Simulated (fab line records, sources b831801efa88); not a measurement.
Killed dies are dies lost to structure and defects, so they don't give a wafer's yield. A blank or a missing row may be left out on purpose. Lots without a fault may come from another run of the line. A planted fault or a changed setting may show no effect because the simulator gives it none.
fab line records | flow sky130
record lots=14 wafers=40 last_day=51
route steps=708 shown CONTACT@407 VIA1@460 METAL2@484
lots that met no fault: from a run of the same line without faults
start_h: hours from the record's first day to the start of the lot's first wafer shown | wait_h: hours since the lot's step before | " the same as in the row above | L1.1+2: a row that stands for several wafers | - no value, or no start given | * or withheld: withheld | < > ~ a bound
route shown NAME@n: a module of which the file shows steps, and the number in the route of the first | usual: mean/standard deviation of fault-free wafers | same: alike in all rows | chamber/n: place in a boat | sites: the reading at each site | _std_site: their standard deviation | _edge_site: outer sites' mean less inner sites' | radius_mm: how far each site lies from the wafer's centre | mask NAME#n: copy n | behind: the tool/chamber that last shaped the wafer | hold: why the lot was held/for how many hours/how that ended | device: the transistor (n, p or np) that didn't switch | end of line: the same wafers' tests at the end of the route | a step without rows: its recipe alone | killed: dies lost to structure and defects at the first sort, not the wafer's yield | map: a wafer's dies, x killed, . not, _ none there
set.NAME: the setting as run; set.NAME@STEP: as run at that earlier step | model.NAME: the simulator's own value behind a step, which no gauge read
steps of the route over a sample of lots; a table a step, a row a wafer
services: from which hour (start_h, from the record's first day; less than 0 if before it) a tool's chamber was out of use, for how many hours, and why
## steps
# step SKY_CONTACT_THK_MEAS_01
# recipe reads=Si3N4_of_CONTACT_CVD_00
# usual CONTACT_CVD_00_THK=74.4/1
# columns lot.wafer tool chamber start_h wait_h CONTACT_CVD_00_THK[nm]
L240.1 film_metro-04 - 751.38 - 73.9
L240.4 " - " " 75.9
L240.6 " - " " 74.1
L246.1 film_metro-04 - 777.68 - 73.8
L246.2 " - " " 72.9
L246.3 " - " " 73.2
L247.2 film_metro-01 - 797.02 - 74.0
L247.5 " - " " 74.4
L247.6 " - " " 74.2
L248.2 film_metro-04 - 801.03 - 73.0
L248.4 " - " " 75.2
L248.6 " - " " 74.3
L250.1 film_metro-01 - 813.43 - 75.1
L250.4 " - " " 75.4
L250.5 " - " " 75.3
L252.3 film_metro-03 - 827.72 - 73.0
L252.4 " - " " 74.3
L252.6 " - " " 74.4
L251.4 film_metro-01 - 830.93 - 76.5
L256.1 film_metro-04 - 851.27 - 74.4
L256.3 " - " " 73.3
L256.6 " - " " 74.6
L257.1 film_metro-03 - 859.72 - 74.9
L257.5 " - " " 76.4
L257.6 " - " " 74.9
L258.2 film_metro-04 - 861.21 - 73.1
L258.3 " - " " 73.9
L258.4 " - " " 75.5
L259.2 film_metro-04 - 878.19 - 75.6
L259.3 " - " " 76.4
L259.4 " - " " 73.9
L260.1 film_metro-03 - 883.80 - 72.8
L260.4 " - " " 74.0
L260.5 " - " " 74.4
L261.1 film_metro-03 - 886.73 - 75.0
L261.4 " - " " 75.6
L261.6 " - " " 76.1
L262.1 film_metro-03 - 901.28 - 73.7
L262.3 " - " " 73.5
L262.4 " - " " 74.6
# step SKY_VIA1_CMP_02
# recipe material=SiO2 down_force_psi=4 platen_rpm=60 pad_velocity_m_s=0.94248
# usual motor_current_A=12.0/1.4
# columns lot.wafer tool chamber start_h wait_h motor_current_A
L240.1 cmp-02 2 809.54 0.1 12.7
L240.4 " 3 " " 11.4
L240.6 " 2 " " 12.4
L246.1 cmp-01 3 835.64 0.2 11.4
L246.2 " 1 " " 11.9
L246.3 " 2 " " 11.5
L247.2 cmp-01 0 853.71 0.1 15.1
L247.6 " 2 " " 10.8
L247.5 " 3 " " 11.6
L248.2 cmp-01 0 858.30 0.1 15.5
L248.4 " 1 " " 11.6
L248.6 " 0 " " 14.6
L250.1 cmp-01 0 870.84 0.1 14.2
L250.4 " 2 " " 11.6
L250.5 " 0 " " 15.6
L252.3 cmp-01 3 884.76 0.0 11.3
L252.4 " 1 " " 12.2
L252.6 " 0 " " 14.7
L251.4 cmp-01 0 889.06 0.1 15.0
L256.1 cmp-02 1 908.00 0.1 11.9
L256.3 " 2 " " 12.6
L256.6 " 1 " " 11.8
L257.1 cmp-02 2 915.89 0.1 12.3
L257.5 " 2 " " 12.3
L257.6 " 3 " " 11.3
L258.4 cmp-02 2 917.04 0.0 12.3
L258.3 " 3 " " 11.9
L258.2 " 1 " " 11.5
L259.4 cmp-02 2 933.55 0.0 12.0
L259.2 " 3 " " 12.1
L259.3 " 1 " " 12.2
L260.1 cmp-01 3 938.21 0.3 11.6
L260.4 " 0 " " 15.3
L260.5 " 2 " " 11.3
L261.4 cmp-01 3 942.55 0.2 11.2
L261.1 " 0 " " 15.1
L261.6 " 0 " " 15.1
L262.3 cmp-01 1 955.09 0.0 12.0
L262.4 " 2 " " 11.2
L262.1 " 3 " " 11.1
# step SKY_VIA1_ETCH_15
# recipe target=SiO2 chemistry=C4F8/O2/Ar target_depth_nm=351 stop_on=TiN mask_material=KrF-thick source_w=1500 bias_w=1200 pressure_mtorr=40 c4f8_flow_sccm=withheld O2_flow_sccm=6 Ar_flow_sccm=300 time_s=54
# usual oes_product_au=0.982/0.0067
# columns lot.wafer tool chamber start_h wait_h oes_product_au rf_hours_counter_h
L240.1 rie_diel-01 3 837.12 0.0 0.984 13
L240.4 " 0 " " 0.994 3
L240.6 " 3 " " 0.978 -
L246.1 rie_diel-04 0 863.31 0.0 0.991 13
L246.2 " 2 " " 0.988 11
L246.3 " 1 " " 0.975 12
L247.2 rie_diel-03 2 879.98 0.0 0.983 3
L247.5 " 1 " " 0.990 -
L247.6 " 2 " " 0.981 -
L248.2 rie_diel-01 3 885.37 0.0 0.973 15
L248.4 " 0 " " 0.967 4
L248.6 " 0 " " 0.979 -
L250.1 rie_diel-03 1 898.13 0.0 0.993 24
L250.4 " 1 " " 0.986 -
L250.5 " 2 " " 0.989 -
L252.3 rie_diel-01 3 911.77 0.0 0.969 16
L252.4 " 1 " " 0.976 11
L252.6 " 1 " " 0.980 -
L251.4 rie_diel-01 0 915.11 0.0 0.973 6
L256.1 rie_diel-01 2 933.86 0.0 0.972 15
L256.3 " 0 " " 0.978 6
L256.6 " 1 " " 0.988 -
L257.1 rie_diel-04 2 942.48 0.0 0.991 12
L257.5 " 0 " " 0.973 -
L257.6 " 3 " " 0.989 -
L258.2 rie_diel-03 3 942.83 0.0 0.988 10
L258.3 " 1 " " 0.978 0
L258.4 " 3 " " 0.982 -
L259.2 rie_diel-03 1 959.68 0.0 0.985 1
L259.3 " 0 " " 0.977 6
L259.4 " 2 " " 0.988 6
L260.1 rie_diel-01 3 963.68 0.0 0.980 17
L260.4 " 1 " " 0.981 12
L260.5 " 3 " " 0.985 -
L261.1 rie_diel-04 2 967.06 0.0 0.981 13
L261.4 " 1 " " 0.976 -
L261.6 " 0 " " 0.984 -
L262.1 rie_diel-03 3 980.76 0.0 0.983 10
L262.3 " 2 " " 0.986 7
L262.4 " 0 " " 0.987 6
# step SKY_METAL2_SPUTTER_01
# recipe material=TiN target_thk_nm=20 power_w=6500 time_s=16.7 chamber_pressure_pa=0.4
# usual cathode_dc_power_W=6500.1/1.2 chamber_pressure_pa=0.4000/0.00086 throttle_valve_pct=30.0/0.83
# columns lot.wafer tool chamber start_h wait_h cathode_dc_power_W chamber_pressure_pa throttle_valve_pct
L240.1 pvd_sputter-03 - 838.54 0.0 6500.1 0.3995 29.4
L240.4 " - " " 6501.2 0.4010 30.0
L240.6 " - " " 6502.4 0.4010 28.8
L246.1 pvd_sputter-01 - 864.60 0.0 6500.0 0.3995 31.3
L246.2 " - " " 6499.6 0.4000 29.7
L246.3 " - " " 6500.4 0.4008 30.8
L247.2 pvd_sputter-03 - 881.31 0.0 6499.5 0.4017 28.6
L247.5 " - " " 6500.5 0.4008 28.9
L247.6 " - " " 6499.0 0.4017 29.5
L248.2 pvd_sputter-01 - 886.71 0.0 6498.7 0.4000 31.3
L248.4 " - " " 6498.5 0.3997 29.9
L248.6 " - " " 6499.9 0.3983 30.8
L250.1 pvd_sputter-04 - 899.46 0.0 6500.8 0.4011 30.3
L250.4 " - " " 6501.5 0.4004 29.3
L250.5 " - " " 6500.4 0.4016 29.3
L252.3 pvd_sputter-01 - 913.16 0.0 - - -
L252.4 " - " " - - -
L252.6 " - " " - - -
L251.4 pvd_sputter-01 - 916.40 0.0 - - -
L256.1 pvd_sputter-01 - 935.15 0.0 6499.6 0.3997 31.4
L256.3 " - " " 6501.9 0.3995 31.2
L256.6 " - " " 6498.9 0.4010 31.3
L257.1 pvd_sputter-03 - 943.77 0.0 6500.0 0.4004 29.9
L257.5 " - " " 6499.9 0.4006 29.6
L257.6 " - " " 6500.4 0.3996 28.8
L258.2 pvd_sputter-01 - 944.37 0.0 6501.1 0.4004 31.1
L258.3 " - " " 6499.9 0.3993 31.0
L258.4 " - " " 6499.6 0.3999 30.9
L259.2 pvd_sputter-04 - 960.99 0.0 6498.0 0.3996 29.9
L259.3 " - " " 6498.3 0.4006 30.8
L259.4 " - " " 6498.7 0.4003 30.1
L260.1 pvd_sputter-01 - 965.00 0.0 6500.2 0.3979 29.7
L260.4 " - " " 6498.5 0.3995 31.2
L260.5 " - " " 6499.4 0.4001 31.3
L261.1 pvd_sputter-04 - 968.41 0.0 6498.2 0.3998 29.7
L261.4 " - " " 6498.4 0.3980 30.2
L261.6 " - " " 6499.3 0.4013 30.4
L262.1 pvd_sputter-03 - 982.08 0.0 6499.0 0.3991 29.5
L262.3 " - " " 6498.8 0.4004 29.7
L262.4 " - " " 6500.2 0.3998 28.7
## services
# columns tool chamber start_h hours kind
rie_diel-04 0 792.73 6.9 repair
cmp-02 - 798.65 2.1 repair
rie_diel-01 3 806.13 13.1 repair
cmp-01 - 809.50 5.1 pm
rie_diel-01 3 830.65 5.8 repair
cmp-02 - 838.63 3.8 pm
cmp-01 - 847.83 5.3 repair
rie_diel-01 2 864.89 8.4 repair
rie_diel-01 3 872.91 1.2 repair
rie_diel-03 0 896.43 10.0 repair
rie_diel-01 - 900.33 1.5 repair
pvd_sputter-03 - 911.46 1.9 repair
cmp-01 - 912.00 4.0 pm
cmp-01 - 919.43 2.0 repair
rie_diel-01 3 920.05 29.3 repair
cmp-01 - 928.16 4.4 repair
rie_diel-03 0 936.03 8.2 repair
cmp-02 - 936.58 9.3 repair
rie_diel-01 0 937.33 6.2 repair
rie_diel-01 - 938.98 0.9 repair
cmp-01 - 955.60 25.6 pm
rie_diel-03 - 965.00 2.8 pm
rie_diel-01 0 980.83 11.2 repair
cmp-02 - 981.53 7.5 pm
## key
first_sign step=SKY_METAL2_SPUTTER_01 reading=tool_record direction=missing
effect none on later readings
met_at SKY_METAL2_SPUTTER_01
struck_lots L251,L252
later_rows_left_out L251.4,L252.3,L252.4,L252.6
sort_left_out L251.4,L252.3,L252.4,L252.6
tester_left_out L251,L252
not_acting_at SKY_CONTACT_THK_MEAS_01,SKY_VIA1_CMP_02,SKY_VIA1_ETCH_15
onset_between 886.71 913.16
earlier_fault kind=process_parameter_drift tool=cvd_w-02 chamber=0 onset_h=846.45 steps=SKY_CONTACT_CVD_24 channel=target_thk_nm offset=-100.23 shape=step end_h=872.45 acts_in=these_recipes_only stated=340
earlier_fault kind=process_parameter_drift tool=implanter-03 chamber=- onset_h=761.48 steps=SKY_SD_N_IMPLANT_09 channel=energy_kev offset=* shape=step end_h=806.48 acts_in=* stated=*
fault kind=skipped_step_whole tool=pvd_sputter-01 chamber=- onset_h=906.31 steps=SKY_METAL2_SPUTTER_01 scope=struck_lots_only
# tester_left_out: of these lots the tester's yield and bins aren't shown, on N5 and GAA mostly nor the transistor test; their killed dies are dies lost to structure and defects alone, not to doping, threshold or leakage, so they don't give the yield
# sort_left_out: the simulated sort isn't trusted on such a fault, so these wafers' sort isn't shown, and their yield isn't known
# later_rows_left_out: the simulator's readings of these wafers behind a module that went badly wrong aren't trusted and aren't shown, but for the sort
